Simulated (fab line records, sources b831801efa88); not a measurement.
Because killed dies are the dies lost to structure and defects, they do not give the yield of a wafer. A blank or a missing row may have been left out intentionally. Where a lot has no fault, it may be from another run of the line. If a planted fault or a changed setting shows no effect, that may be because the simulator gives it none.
Shared-tool check    flow sky130    13 lots, 39 wafers sampled

== REASON IT WAS OPENED ==
Of 13 lots, 2 have the reading LDD_LDN_OVL flagged at SKY_LDD_LDN_OVL_MEAS_07. Fault-free wafers read 0.0 nm, with a standard deviation of 1.4.
Rule: flag the lot when none of its wafers has a number, or when each of its wafers that has one lies beyond 4 standard deviations from that mean. The rest of the lots are taken to be sound.

lot   measured      on          LDD_LDN_OVL (nm), wafer by wafer  flag
L284  day 22 16:38  overlay-02  -0.5 -2.3 -0.9                    
L285  day 23 04:01  overlay-02  2.0 2.7 2.6                       
L286  day 24 03:19  overlay-01  -1.0 -2.2 -2.7                    
L287  day 24 13:41  overlay-01  0.5 2.2 0.4                       
L290  day 25 09:13  overlay-02  1.2 -0.3 0.1                      
L291  day 25 23:16  overlay-01  -1.0 -3.0 -0.2                    
L292  day 26 02:05  overlay-02  -1.3 -2.1 -2.0                    
L293  day 26 07:10  overlay-02  0.5 -0.9 -1.0                     
L294  day 26 14:37  overlay-02  3.2 0.3 2.7                       
L296  day 27 09:23  overlay-02  -0.7 -2.2 -0.5                    
L298  day 28 04:35  overlay-02  0.1 2.0 1.1                       
L305  day 30 01:28  overlay-01  76.7 77.1 75.6                    FLAGGED
L306  day 30 11:44  overlay-01  77.2 77.5 76.3                    FLAGGED
On average the flagged lots' numbers are 76.7 nm, which is +76.7 nm against the usual, or +55 standard deviations.

== TOOL THAT RAN EACH LOT ==
The record holds 1 process step before the reading, out of a route of 708 steps. In each cell: the tool, then ch and the chambers that the sampled wafers went through, then the start.
lot   flag     SKY_LDD_LDN_EXPOSE_04
L284           ilineStepper-01 ch 0, day 22 01:42
L285           ilineStepper-02 ch 0, day 22 12:21
L286           ilineStepper-02 ch 0, day 23 12:02
L287           ilineStepper-01 ch 0, day 23 23:11
L290           ilineStepper-02 ch 0, day 24 18:31
L291           ilineStepper-01 ch 0, day 25 08:04
L292           ilineStepper-02 ch 0, day 25 10:59
L293           ilineStepper-02 ch 0, day 25 17:11
L294           ilineStepper-02 ch 0, day 26 00:17
L296           ilineStepper-01 ch 0, day 26 19:02
L298           ilineStepper-02 ch 0, day 27 14:33
L305  FLAGGED  ilineStepper-01 ch 0, day 29 12:12
L306  FLAGGED  ilineStepper-01 ch 0, day 29 21:27
What the steps here do:
- SKY_LDD_LDN_EXPOSE_04: exposes mask LDNTM, target cd 700 nm.
- SKY_LDD_LDN_OVL_MEAS_07

== FLAGGED OVER TOTAL, TOOL BY TOOL (the gauges that took the reading come last) ==
step                     tool             lots run  flagged  share of the flagged lots  sound lots run after its first flagged lot
SKY_LDD_LDN_EXPOSE_04    ilineStepper-01  6         2        all                        0
SKY_LDD_LDN_EXPOSE_04    ilineStepper-02  7         0        none                       -
SKY_LDD_LDN_OVL_MEAS_07  overlay-01       5         2        all                        0
SKY_LDD_LDN_OVL_MEAS_07  overlay-02       8         0        none                       -

== WHAT THE TABLE PERMITS ==
Every flagged lot went through 2 rows of the table: ilineStepper-01 at SKY_LDD_LDN_EXPOSE_04 and overlay-01 at SKY_LDD_LDN_OVL_MEAS_07.
- ilineStepper-01 at SKY_LDD_LDN_EXPOSE_04: 2 of its 6 lots flagged. It ran its last sound lot, L296, at day 26 19:02 and its first flagged lot, L305, at day 29 12:12: a fault with its onset between the two fits.
- overlay-01 at SKY_LDD_LDN_OVL_MEAS_07: 2 of its 5 lots flagged. It ran its last sound lot, L291, at day 25 23:16 and its first flagged lot, L305, at day 30 01:28: a fault with its onset between the two fits.
Counting lots can't tell these 2 tools apart, because each fits a fault that began at some hour. More lots, or a look at what each step does to the wafer, might.

== WHAT WAS PUT IN BY THE SIMULATOR ==
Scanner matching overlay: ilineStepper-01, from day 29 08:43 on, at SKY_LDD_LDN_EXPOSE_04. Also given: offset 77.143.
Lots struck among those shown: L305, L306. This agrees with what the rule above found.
